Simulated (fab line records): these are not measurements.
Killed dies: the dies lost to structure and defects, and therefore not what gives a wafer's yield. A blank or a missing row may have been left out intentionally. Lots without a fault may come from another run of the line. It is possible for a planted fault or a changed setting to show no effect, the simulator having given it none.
fab line records -- flow gf180mcu
record lots=12, wafers=36, last-day=34
route steps=602 shown MVSD@77 DUAL_GATE@143 PSD@259
lots untouched by any fault: they come from a run of this same line in which no faults occurred
start-h: start of the lot's first displayed wafer, in hours after the record's first day -- wait-h: time in hours since the lot's previous step -- " repeats the value in the row above -- L1.1+2: one row covering several wafers at once -- - value missing, or start not given -- * or withheld: withheld -- < > ~ a bound
route shown NAME@n: NAME is a module with steps in the file, n the number in the route of the first one -- usual: the fault-free wafers' mean and standard deviation -- same: alike in all rows -- chamber/n: place in a boat -- sites: each site's reading -- _std_site: the standard deviation of these -- _edge_site: mean of outer sites minus mean of inner sites -- radius-mm: how far each site lies from the wafer's centre -- mask NAME#n: copy n -- behind: tool/chamber where the wafer was last shaped -- hold: the reason the lot was held/the length of the hold in hours/how it ended -- device: whichever transistor did not switch (one of n, p or np) -- end of line: the route-end tests of the same wafers -- step lacking rows: just its recipe -- killed: not the wafer's yield, but the dies lost to structure and defects at the first sort -- map: dies across one wafer; x = killed, . = not, _ = none there
set.NAME: setting as actually run; set.NAME@STEP: the setting as run at that earlier step -- model.NAME: the simulator's own value behind a step, which no gauge read
route steps across a sampled set of lots; one table per step, one row per wafer
services: a tool's chamber out of use, with start hour (start-h, from the record's first day; less than 0 if before it), hours out, and reason
## steps
# step GF_MVSD_TW_MEAS_11
# usual MVSD_TW=1583/13
lot.wafer,tool,chamber,start-h,wait-h,MVSD_TW
L301.1,film-metro-03,-,84.11,0.1,1586
L301.2,film-metro-03,-,84.11,0.1,1580
L301.5,film-metro-03,-,84.11,0.1,1586
L302.1,film-metro-01,-,86.96,0.1,1563
L302.4,film-metro-01,-,86.96,0.1,1564
L302.6,film-metro-01,-,86.96,0.1,1566
L305.2,film-metro-03,-,104.62,0.1,1594
L305.3,film-metro-03,-,104.62,0.1,1593
L305.5,film-metro-03,-,104.62,0.1,1593
L306.1,film-metro-01,-,111.21,0.1,1560
L306.3,film-metro-01,-,111.21,0.1,1552
L306.6,film-metro-01,-,111.21,0.1,1575
L310.1,film-metro-03,-,135.90,0.1,1590
L310.3,film-metro-03,-,135.90,0.1,1589
L310.4,film-metro-03,-,135.90,0.1,1594
L312.2,film-metro-03,-,145.44,0.1,1598
L312.5,film-metro-03,-,145.44,0.1,1594
L312.6,film-metro-03,-,145.44,0.1,1596
L314.1,film-metro-01,-,159.90,0.1,1570
L314.2,film-metro-01,-,159.90,0.1,1570
L314.3,film-metro-01,-,159.90,0.1,1569
L315.1,film-metro-03,-,165.02,0.1,1589
L315.4,film-metro-03,-,165.02,0.1,1603
L315.6,film-metro-03,-,165.02,0.1,1608
L317.2,film-metro-03,-,175.41,0.1,1591
L317.3,film-metro-03,-,175.41,0.1,1593
L317.4,film-metro-03,-,175.41,0.1,1600
L321.2,film-metro-01,-,203.77,0.1,1567
L321.3,film-metro-01,-,203.77,0.1,1574
L321.5,film-metro-01,-,203.77,0.1,1563
L322.1,film-metro-03,-,205.46,0.1,1583
L322.2,film-metro-03,-,205.46,0.1,1587
L322.6,film-metro-03,-,205.46,0.1,1587
L323.3,film-metro-03,-,210.58,0.1,1588
L323.4,film-metro-03,-,210.58,0.1,1588
L323.5,film-metro-03,-,210.58,0.1,1591
# step GF_DUAL_GATE_OXIDATION_02
# recipe temp-c=900, ambient=O2, stabilise-s=600, purge-s=300, target-thk-a=108.87, ox-time-s=1602
# usual spike-tc-centre-C=900.6/1.2, spike-tc-lower-C=900.9/0.94, spike-tc-top-C=911.1/2.7, spike-tc-upper-C=897.6/1.6, tube-center-temp-C=900/0.075, tube_center_temp_C_max=902.3/0.39
# same stabilise-s=600
lot.wafer,tool,chamber,start-h,wait-h,spike-tc-centre-C,spike-tc-lower-C,spike-tc-top-C,spike-tc-upper-C,tube-center-temp-C,tube_center_temp_C_max
L301.1,furnace-02,0,158.87,0.0,900.4,898.9,908.1,895.3,900.13,902.9
L301.2,furnace-02,0,158.87,0.0,901.5,900.8,909.0,897.4,900,902.5
L301.5,furnace-02,0,158.87,0.0,900.7,899.7,908.4,896.9,900.01,902.6
L302.1,furnace-02,0,163.45,0.0,901.1,900.2,908.5,895.5,900.05,902.3
L302.4,furnace-02,0,163.45,0.0,901.3,898.7,908.8,897.3,899.96,901.9
L302.6,furnace-02,0,163.45,0.0,900.6,901.1,909.6,896.9,900.08,902.3
L305.2,furnace-02,0,186.04,2.2,902.3,902.3,909.3,896.3,899.98,903.0
L305.3,furnace-02,0,186.04,2.2,900.8,900.0,908.1,897.2,899.97,901.9
L305.5,furnace-02,0,186.04,2.2,899.2,900.6,908.5,894.1,900.06,902.6
L306.1,furnace-02,0,190.90,0.0,899.6,901.3,910.0,896.4,899.99,902.0
L306.3,furnace-02,0,190.90,0.0,899.6,901.9,907.0,897.3,900.07,902.7
L306.6,furnace-02,0,190.90,0.0,898.8,901.1,909.2,896.4,899.94,902.1
L310.1,furnace-02,0,221.20,0.0,898.5,897.5,904.1,892.1,895.37,898.0
L310.3,furnace-02,0,221.20,0.0,895.8,895.7,905.0,893.1,895.33,897.7
L310.4,furnace-02,0,221.20,0.0,897.1,897.6,904.8,891.9,895.35,897.6
L312.2,furnace-02,0,231.32,1.0,895.9,896.0,905.7,891.3,895.5,898.1
L312.5,furnace-02,0,231.32,1.0,895.4,895.4,904.3,891.4,895.41,898.1
L312.6,furnace-02,0,231.32,1.0,895.6,895.9,903.9,892.0,895.54,897.6
L314.1,furnace-01,0,248.12,0.0,900.7,901.3,914.2,898.9,899.95,902.5
L314.2,furnace-01,0,248.12,0.0,901.3,902.0,913.6,899.1,900.08,902.0
L314.3,furnace-01,0,248.12,0.0,899.0,901.8,914.2,897.6,900.08,901.8
L315.1,furnace-01,0,254.35,0.0,899.0,901.5,914.9,899.0,900.02,902.0
L315.4,furnace-01,0,254.35,0.0,898.9,903.3,912.0,899.0,899.93,902.4
L315.6,furnace-01,0,254.35,0.0,900.1,900.2,914.1,898.4,900.07,902.3
L317.2,furnace-01,0,266.60,0.0,898.9,900.2,915.4,900.0,900,902.1
L317.3,furnace-01,0,266.60,0.0,901.2,901.8,913.7,899.7,900.22,901.9
L317.4,furnace-01,0,266.60,0.0,898.3,900.1,915.7,897.5,900.05,902.4
L321.2,furnace-02,0,299.09,0.4,900.6,900.8,910.2,896.6,900.06,902.5
L321.3,furnace-02,0,299.09,0.4,902.2,900.5,909.7,897.2,900.02,902.5
L321.5,furnace-02,0,299.09,0.4,900.8,900.3,908.4,896.7,899.96,902.5
L322.1,furnace-02,0,302.09,1.8,899.8,901.5,907.9,895.9,900.03,902.0
L322.2,furnace-02,0,302.09,1.8,901.3,900.0,909.5,896.5,899.95,902.0
L322.6,furnace-02,0,302.09,1.8,900.9,901.2,910.5,896.4,899.98,902.4
L323.3,furnace-01,0,306.75,0.0,899.0,900.3,913.9,898.0,900.06,901.9
L323.4,furnace-01,0,306.75,0.0,899.0,900.6,915.1,901.2,899.98,901.8
L323.5,furnace-01,0,306.75,0.0,899.8,900.2,914.8,899.4,899.86,902.0
# step GF_DUAL_GATE_THK_MEAS_03
# recipe reads=SiO2_of_DUAL_GATE_OXIDATION_02
# usual DUAL_GATE_OXIDATION_00_THK=10.87/0.16
lot.wafer,tool,chamber,start-h,wait-h,hold,DUAL_GATE_OXIDATION_00_THK[nm]
L301.1,film-metro-02,-,160.31,0.0,-,10.76
L301.2,film-metro-02,-,160.31,0.0,-,10.82
L301.5,film-metro-02,-,160.31,0.0,-,10.79
L302.1,film-metro-02,-,164.90,0.0,-,10.81
L302.4,film-metro-02,-,164.90,0.0,-,11.08
L302.6,film-metro-02,-,164.90,0.0,-,10.82
L305.2,film-metro-02,-,187.49,0.0,-,10.70
L305.3,film-metro-02,-,187.49,0.0,-,10.64
L305.5,film-metro-02,-,187.49,0.0,-,10.59
L306.1,film-metro-02,-,192.35,0.0,-,10.79
L306.3,film-metro-02,-,192.35,0.0,-,10.70
L306.6,film-metro-02,-,192.35,0.0,-,10.87
L310.1,film-metro-01,-,222.65,0.0,await-dispo/0.2h/release,10.19
L310.3,film-metro-01,-,222.65,0.0,await-dispo/0.2h/release,10.07
L310.4,film-metro-01,-,222.65,0.0,await-dispo/0.2h/release,10.39
L310.1,film-metro-01,-,222.88,0.2,-,10.21
L310.3,film-metro-01,-,222.88,0.2,-,10.02
L310.4,film-metro-01,-,222.88,0.2,-,10.40
L312.2,film-metro-02,-,232.77,0.0,-,10.40
L312.5,film-metro-02,-,232.77,0.0,-,10.57
L312.6,film-metro-02,-,232.77,0.0,-,10.45
L314.1,film-metro-01,-,249.56,0.0,-,10.92
L314.2,film-metro-01,-,249.56,0.0,-,10.99
L314.3,film-metro-01,-,249.56,0.0,-,10.88
L315.1,film-metro-02,-,255.80,0.0,-,10.63
L315.4,film-metro-02,-,255.80,0.0,-,10.78
L315.6,film-metro-02,-,255.80,0.0,-,10.80
L317.2,film-metro-01,-,268.06,0.0,-,11.11
L317.3,film-metro-01,-,268.06,0.0,-,11.14
L317.4,film-metro-01,-,268.06,0.0,-,10.96
L321.2,film-metro-02,-,300.55,0.0,-,11.27
L321.3,film-metro-02,-,300.55,0.0,-,11.34
L321.5,film-metro-02,-,300.55,0.0,-,10.94
L322.1,film-metro-02,-,303.55,0.0,-,10.81
L322.2,film-metro-02,-,303.55,0.0,-,11.04
L322.6,film-metro-02,-,303.55,0.0,-,10.89
L323.3,film-metro-01,-,308.22,0.0,-,11.00
L323.4,film-metro-01,-,308.22,0.0,-,10.92
L323.5,film-metro-01,-,308.22,0.0,-,10.97
# step GF_DUAL_GATE_STRIP_13
# recipe chemistry=O2/N2, power-w=1400, pressure-mtorr=1500, platen-temp-c=250, o2-flow-sccm=3000, n2-flow-sccm=300, overash-fraction=0.5
# usual drypump-motor-current-A=5.5/0.51, heater-power-w=341/16, oes-product-au=0.716/0.0044, strip-time-to-endpoint-s=12.62/0.031
lot.wafer,tool,chamber,start-h,wait-h,drypump-motor-current-A,heater-power-w,oes-product-au,rf-hours-counter-h,strip-time-to-endpoint-s
L301.1,plasma-asher-04,1,176.51,0.0,6.5,308,0.718,56,12.65
L301.2,plasma-asher-04,0,176.51,0.0,5.0,350,0.718,56,12.66
L301.5,plasma-asher-04,0,176.51,0.0,5.0,348,0.715,-,12.61
L302.1,plasma-asher-02,0,180.43,0.0,5.4,339,0.715,7,12.59
L302.4,plasma-asher-02,0,180.43,0.0,5.4,329,0.712,-,12.57
L302.6,plasma-asher-02,1,180.43,0.0,5.4,359,0.712,-,12.59
L305.2,plasma-asher-02,1,204.29,0.0,5.3,359,0.721,9,12.61
L305.3,plasma-asher-02,1,204.29,0.0,5.3,352,0.715,-,12.61
L305.5,plasma-asher-02,1,204.29,0.0,5.3,336,0.722,-,12.62
L306.1,plasma-asher-01,0,209.76,0.0,6.6,369,0.713,53,12.68
L306.3,plasma-asher-01,0,209.76,0.0,6.6,371,0.708,-,12.69
L306.6,plasma-asher-01,1,209.76,0.0,5.2,352,0.711,-,12.66
L310.1,plasma-asher-02,1,240.74,0.0,5.4,355,0.715,13,12.67
L310.3,plasma-asher-02,0,240.74,0.0,5.4,334,0.716,-,12.67
L310.4,plasma-asher-02,1,240.74,0.0,5.4,342,0.717,-,12.69
L312.2,plasma-asher-02,0,251.54,0.0,5.4,330,0.713,15,12.60
L312.5,plasma-asher-02,0,251.54,0.0,5.4,326,0.713,-,12.59
L312.6,plasma-asher-02,1,251.54,0.0,5.3,353,0.710,-,12.62
L314.1,plasma-asher-02,1,269.26,0.0,5.3,344,0.708,17,12.64
L314.2,plasma-asher-02,0,269.26,0.0,5.4,330,0.714,17,12.60
L314.3,plasma-asher-02,1,269.26,0.0,5.3,355,0.716,-,12.60
L315.1,plasma-asher-04,1,275.34,0.0,6.6,320,0.719,65,12.63
L315.4,plasma-asher-04,1,275.34,0.0,6.6,322,0.718,-,12.65
L315.6,plasma-asher-04,1,275.34,0.0,6.6,300,0.716,-,12.63
L317.2,plasma-asher-04,1,286.83,0.0,6.6,315,0.708,66,12.63
L317.3,plasma-asher-04,0,286.83,0.0,4.9,356,0.720,-,12.58
L317.4,plasma-asher-04,1,286.83,0.0,6.6,317,0.712,-,12.60
L321.2,plasma-asher-02,0,320.96,0.0,5.4,331,0.719,22,12.58
L321.3,plasma-asher-02,1,320.96,0.0,5.3,352,0.718,-,12.56
L321.5,plasma-asher-02,0,320.96,0.0,5.4,338,0.726,-,12.59
L322.1,plasma-asher-02,0,324.16,0.0,5.4,330,0.707,22,12.65
L322.2,plasma-asher-02,1,324.16,0.0,5.4,348,0.723,22,12.59
L322.6,plasma-asher-02,1,324.16,0.0,5.4,346,0.713,-,12.58
L323.3,plasma-asher-02,1,329.59,0.0,5.4,342,0.715,-,12.57
L323.4,plasma-asher-02,0,329.59,0.0,5.4,332,0.723,-,12.64
L323.5,plasma-asher-02,1,329.59,0.0,5.3,349,0.711,-,12.62
# step GF_PSD_TW_MEAS_11
# usual PSD_TW=3197/18
lot.wafer,tool,chamber,start-h,wait-h,PSD_TW
L301.1,film-metro-02,-,322.08,0.1,3213
L301.2,film-metro-02,-,322.08,0.1,3198
L301.5,film-metro-02,-,322.08,0.1,3205
L302.1,film-metro-03,-,328.53,0.1,3188
L302.4,film-metro-03,-,328.53,0.1,3185
L302.6,film-metro-03,-,328.53,0.1,3206
L305.2,film-metro-03,-,352.03,0.1,3203
L305.3,film-metro-03,-,352.03,0.1,3202
L305.5,film-metro-03,-,352.03,0.1,3189
L306.1,film-metro-03,-,359.67,0.1,3199
L306.3,film-metro-03,-,359.67,0.1,3220
L306.6,film-metro-03,-,359.67,0.1,3196
L310.1,film-metro-03,-,399.15,0.1,3209
L310.3,film-metro-03,-,399.15,0.1,3193
L310.4,film-metro-03,-,399.15,0.1,3231
L312.2,film-metro-02,-,410.31,0.1,3212
L312.5,film-metro-02,-,410.31,0.1,3201
L312.6,film-metro-02,-,410.31,0.1,3206
L314.1,film-metro-02,-,432.75,0.1,3178
L314.2,film-metro-02,-,432.75,0.1,3175
L314.3,film-metro-02,-,432.75,0.1,3160
L315.1,film-metro-03,-,444.02,0.1,3203
L315.4,film-metro-03,-,444.02,0.1,3189
L315.6,film-metro-03,-,444.02,0.1,3197
L317.2,film-metro-02,-,452.88,0.1,3183
L317.3,film-metro-02,-,452.88,0.1,3203
L317.4,film-metro-02,-,452.88,0.1,3173
L321.2,film-metro-03,-,495.96,0.1,3226
L321.3,film-metro-03,-,495.96,0.1,3219
L321.5,film-metro-03,-,495.96,0.1,3197
L322.1,film-metro-04,-,496.32,0.1,3148
L322.2,film-metro-04,-,496.32,0.1,3169
L322.6,film-metro-04,-,496.32,0.1,3156
L323.3,film-metro-02,-,507.42,0.1,3191
L323.4,film-metro-02,-,507.42,0.1,3201
L323.5,film-metro-02,-,507.42,0.1,3195
## services
tool,chamber,start-h,hours,kind
plasma-asher-02,-,143.14,4.3,pm
furnace-01,-,178.47,3.1,pm
furnace-01,-,181.61,3.5,pm
plasma-asher-04,-,199.93,6.0,repair
furnace-02,-,226.51,3.7,pm
plasma-asher-04,-,243.77,3.0,repair
furnace-02,-,250.36,3.1,pm
plasma-asher-04,-,257.94,9.0,repair
plasma-asher-02,-,271.92,0.8,repair
plasma-asher-01,-,284.31,3.5,repair
furnace-01,-,286.62,5.5,pm
plasma-asher-04,-,307.99,5.2,repair
## key
first-sign step=GF_DUAL_GATE_OXIDATION_02, reading=tube-center-temp-C, direction=down, sigmas=51, usual=*, struck=*
effect step=GF_DUAL_GATE_OXIDATION_02, reading=tube_center_temp_C_max, direction=down, sigmas=11, usual=*, struck=*
effect step=GF_DUAL_GATE_THK_MEAS_03, reading=visit, direction=added
met-at GF_DUAL_GATE_OXIDATION_02
struck-lots L310,L312
tester-left-out L310,L312
not-acting-at GF_MVSD_TW_MEAS_11,GF_DUAL_GATE_STRIP_13,GF_PSD_TW_MEAS_11
onset-between 190.90 221.20
fault kind=process-parameter-drift, tool=furnace-02, chamber=-, onset-h=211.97, steps=GF_DUAL_GATE_OXIDATION_02, channel=temp-c, offset=*, shape=step, end-h=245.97, acts-in=*, stated=*
# tester-left-out: of these lots the tester's yield and bins aren't shown, on N5 and GAA mostly nor the transistor test; their killed dies are dies lost to structure and defects alone, not to doping, threshold or leakage, so they don't give the yield
